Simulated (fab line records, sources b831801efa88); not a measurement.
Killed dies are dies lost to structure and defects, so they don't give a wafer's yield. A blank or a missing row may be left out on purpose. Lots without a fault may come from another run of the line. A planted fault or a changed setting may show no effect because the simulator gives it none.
Which tool did it? | flow sky130 | 11 lots, 33 wafers sampled, at 2 steps of a route of 708

WHAT THE GAUGES READ, wafer by wafer
SKY_METAL2_CD_MEAS_15: target cd 140 nm.
lot  | measured     | on        | cd_nm (nm)
L652 | day 35 02:53 | cd_sem-01 | 139.2 139.9 139.3
L653 | day 35 09:44 | cd_sem-02 | 142.6 140.2 141.8
L654 | day 35 13:22 | cd_sem-02 | 140.3 140.2 142.1
L656 | day 36 13:28 | cd_sem-01 | 137.8 138.3 138.6
L660 | day 37 14:34 | cd_sem-01 | 142.6 142.9 143.4
L662 | day 38 14:10 | cd_sem-01 | 137.2 139.0 139.2
L663 | day 38 16:29 | cd_sem-02 | 140.3 138.5 139.7
L664 | day 39 01:53 | cd_sem-02 | 139.6 138.5 138.4
L667 | day 39 23:45 | cd_sem-01 | 138.5 138.2 140.6
L671 | day 41 01:52 | cd_sem-01 | 140.1 139.4 139.5
L673 | day 41 13:20 | cd_sem-02 | 141.6 140.3 140.7

WHICH TOOL RAN EACH LOT (tool, then ch and the chambers of the sampled wafers, then the start)
lot  | SKY_METAL2_SPUTTER_00
L652 | pvd_sputter-02, day 33 23:49
L653 | pvd_sputter-04, day 34 07:23
L654 | pvd_sputter-04, day 34 11:18
L656 | pvd_sputter-04, day 35 11:07
L660 | pvd_sputter-04, day 36 12:58
L662 | pvd_sputter-04, day 37 12:34
L663 | pvd_sputter-01, day 37 14:58
L664 | pvd_sputter-04, day 38 00:30
L667 | pvd_sputter-01, day 38 22:47
L671 | pvd_sputter-01, day 40 01:31
L673 | pvd_sputter-02, day 40 13:10
- SKY_METAL2_SPUTTER_00: material Ti, target thk 15 nm, time 10 s.

THE ANSWER, worked out from the rows above alone
Rule: what is usual is taken from the lots themselves. Put in order of their means at a reading, lots are off if they are a third of the lots or fewer, leave a main group of 4 or more, and stand apart from it by a gap of 3 or more times the standard deviation of the main group's means; of several such gaps the widest counts. A main group whose means are all the same, to the digits that the tables above print for the reading, isn't used. A lot without any number at a reading at which 4 lots or more have one is off too. The other lots that the step has rows for count as sound.
No lot is off at any reading shown: from this, nothing can be told.

WHAT THE SIMULATOR HAD PUT IN
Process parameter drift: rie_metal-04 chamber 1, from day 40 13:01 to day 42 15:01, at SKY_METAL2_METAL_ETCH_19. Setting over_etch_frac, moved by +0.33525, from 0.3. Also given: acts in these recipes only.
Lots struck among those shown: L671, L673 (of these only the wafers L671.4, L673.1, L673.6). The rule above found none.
